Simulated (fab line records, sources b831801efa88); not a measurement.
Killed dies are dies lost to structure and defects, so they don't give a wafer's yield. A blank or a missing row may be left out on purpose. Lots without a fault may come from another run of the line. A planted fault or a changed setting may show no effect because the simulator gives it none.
A struck lot beside a sound one | flow sky130 | 35 steps out of a route of 708
Sound: wafers L681.1, L681.4, L681.6. Struck: wafers L698.1, L698.3, L698.5. The cause comes at the end.
At each step with rows: each side's tool, then ch and its chambers, then its first start. Under that, the readings that differ: sound wafers | struck wafers | difference of the means | sigmas: that difference in standard deviations of wafers without a fault.
alike: readings whose means differ by less than 2 such deviations, and words and numbers that are the same on both sides. not compared: withheld readings, readings that some wafer has no value for, bounds like >300 that may hide the same value, and numbers for which the record gives no deviation and whose values overlap.
The two part at a step that has a row with sigmas, a row that says differs or no value, or rows on one side only. Numbers that don't overlap but have no deviation are shown without sigmas and don't part them. A reading that every wafer of one side lacks parts them only if that side has two wafers or more.

SKY_SD_P_CD_MEAS_07: target cd 380 nm.
  sound on cd_sem-02, day 26 21:11; struck on cd_sem-02, day 31 22:32
  alike: cd_nm
SKY_SD_P_OVL_MEAS_08:
  sound on overlay-02, day 26 21:19; struck on overlay-02, day 31 22:40
  alike: SD_P_OVL
then, 1 step without rows for these wafers: SKY_SD_P_IMPLANT_09.
SKY_SD_P_STRIP_10: strips in O2/N2.
  sound on plasma_asher-03 ch 0,1, day 26 21:29; struck on plasma_asher-03 ch 0,1, day 31 22:50
  alike: chamber_pressure_mTorr, drypump_motor_current_A, n2_flow_sccm, oes_product_au, strip_time_to_endpoint_s
  not compared: rf_hours_counter_h
SKY_SD_P_TW_MEAS_11:
  sound on film_metro-04, day 26 21:35; struck on film_metro-04, day 31 22:56
  alike: SD_P_TW
then, 7 steps without rows for these wafers: SKY_RES_XHIGH_DEHYDRATE_00 (time 60 s); SKY_RES_XHIGH_HMDS_01 (prime time 60 s); SKY_RES_XHIGH_COAT_02 (resist thk 1140 nm); SKY_RES_XHIGH_SOFTBAKE_03 (time 60 s); SKY_RES_XHIGH_EXPOSE_04 (exposes mask URPM, target cd 1270 nm); SKY_RES_XHIGH_PEB_05; SKY_RES_XHIGH_DEVELOP_06 (develop time 60 s).
SKY_RES_XHIGH_IMPLANT_07:
  sound on implanter-01 ch 0, day 28 01:35; struck on implanter-02 ch 0, day 33 01:29
  reading       | sound                       | struck                        | difference | sigmas
  beam_on_s (s) | 34.9 35.2 34.6              | 16.5 16.6 17.1                | -18.2      | -10
  dose_ions_cm2 | 3.601e+14 3.6e+14 3.598e+14 | 1.785e+14 1.786e+14 1.785e+14 | -1.814e+14 | -99 or more
  alike: faraday_current_uA
SKY_RES_XHIGH_STRIP_08: strips in O2/N2.
  sound on plasma_asher-02 ch 0,1, day 28 01:44; struck on plasma_asher-03 ch 0,1, day 33 01:38
  alike: chamber_pressure_mTorr, drypump_motor_current_A, n2_flow_sccm, oes_product_au, strip_time_to_endpoint_s
  not compared: rf_hours_counter_h
SKY_RES_XHIGH_TW_MEAS_09:
  sound on film_metro-03, day 28 01:50; struck on film_metro-02, day 33 01:44
  reading      | sound          | struck         | difference | sigmas
  RES_XHIGH_TW | 1606 1612 1615 | 1327 1332 1336 | -279       | -14
then, 7 steps without rows for these wafers: SKY_SD_N_DEHYDRATE_00 (time 60 s); SKY_SD_N_HMDS_01 (prime time 60 s); SKY_SD_N_COAT_02 (resist thk 1140 nm); SKY_SD_N_SOFTBAKE_03 (time 60 s); SKY_SD_N_EXPOSE_04 (exposes mask NSDM, target cd 380 nm); SKY_SD_N_PEB_05; SKY_SD_N_DEVELOP_06 (develop time 60 s).
SKY_SD_N_CD_MEAS_07: target cd 380 nm.
  sound on cd_sem-01, day 29 05:47; struck on cd_sem-01, day 34 03:58
  alike: cd_nm
SKY_SD_N_OVL_MEAS_08:
  sound on overlay-02, day 29 05:54; struck on overlay-02, day 34 04:05
  alike: SD_N_OVL
then, 2 steps without rows for these wafers: SKY_SD_N_IMPLANT_09; SKY_SD_N_IMPLANT_10.
SKY_SD_N_STRIP_11: strips in O2/N2.
  sound on plasma_asher-04 ch 1, day 29 06:16; struck on plasma_asher-01 ch 0,1, day 34 04:25
  alike: chamber_pressure_mTorr, drypump_motor_current_A, n2_flow_sccm, oes_product_au, strip_time_to_endpoint_s
  not compared: rf_hours_counter_h
SKY_SD_N_TW_MEAS_12:
  sound on film_metro-02, day 29 06:22; struck on film_metro-04, day 34 04:31
  reading | sound          | struck         | difference | sigmas
  SD_N_TW | 4006 4018 4023 | 3922 3893 3895 | -112       | -2
then, 1 step without rows for these wafers: SKY_SD_N_CLEAN_13 (cleans in SC1/SC2, time 150 s).
SKY_SD_N_RTA_14: time 2 s.
  sound on rtp_anneal-01 ch 0, day 29 06:29; struck on rtp_anneal-01 ch 0, day 34 04:38
  alike: chamber_o2_ppm, lamp_power_pct, wafer_temp_C_max
SKY_SD_N_RS_MEAS_16: measures by four-point-probe.
  sound on film_metro-04, day 29 06:40; struck on film_metro-02, day 34 04:49
  alike: SD_N_RS
SKY_SD_N_RS_MEAS_17: measures by four-point-probe.
  sound on film_metro-04, day 29 06:47; struck on film_metro-02, day 34 04:56
  reading          | sound             | struck            | difference | sigmas
  SD_P_RS (ohm/sq) | 148.0 147.4 147.6 | 146.6 146.8 146.8 | -0.9       | -2
SKY_SD_N_RS_MEAS_18: measures by four-point-probe.
  sound on film_metro-04, day 29 06:54; struck on film_metro-02, day 34 05:03
  reading               | sound             | struck            | difference | sigmas
  RES_XHIGH_RS (ohm/sq) | 335.7 335.1 334.0 | 591.6 588.5 587.5 | +254.3     | +99 or more
then, 1 step without rows for these wafers: SKY_SALICIDE_CLEAN_00 (cleans in HF-last, time 30 s).
-- the record jumps here: 16 days lie between the struck wafers' starts before and after (it left off in module SALICIDE and takes up again in module PAD_OPEN, whose first step shown is number 708 of the route) --
SKY_PAD_OPEN_PROBE_99:
  sound on prober-02, day 46 21:03; struck on prober-02, day 50 05:52
  reading                                            | sound             | struck                        | difference | sigmas
  model.etest.res_xhigh_po.line_ohm_um               | 5668 5627 5780    | 3.05e+04 3.003e+04 2.867e+04  | +2.40e+04  |
  model.etest.res_xhigh_po.rs_ohm_sq                 | 2019 1986 2024    | 1.085e+04 1.066e+04 1.014e+04 | +8.540e+03 |
  model.etest.res_xhigh_po.rs_ohm_sq_range           | 180.2 162.7 189.7 | 442.9 676.2 255.3             | +280.6     |
  model.etest.res_xhigh_po.rs_ohm_sq_rim_less_centre | 158.1 151.5 162   | 150.1 120.1 78.27             | -41.0      |
  alike: killed_at_M0_to_M3, killed_at_M4_up, killed_at_contacts, killed_at_front_end, killed_at_other, killed_dies, killed_open, killed_short

WHERE THEY PART
First at SKY_RES_XHIGH_IMPLANT_07; last, within this record, at SKY_SD_N_RS_MEAS_18. Later steps at which nothing parts them and some readings are alike: SKY_PAD_OPEN_PROBE_99.

WHY: what the simulator had put in
Process parameter drift: implanter-02, from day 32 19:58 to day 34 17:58, at SKY_RES_XHIGH_IMPLANT_07. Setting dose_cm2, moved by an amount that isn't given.
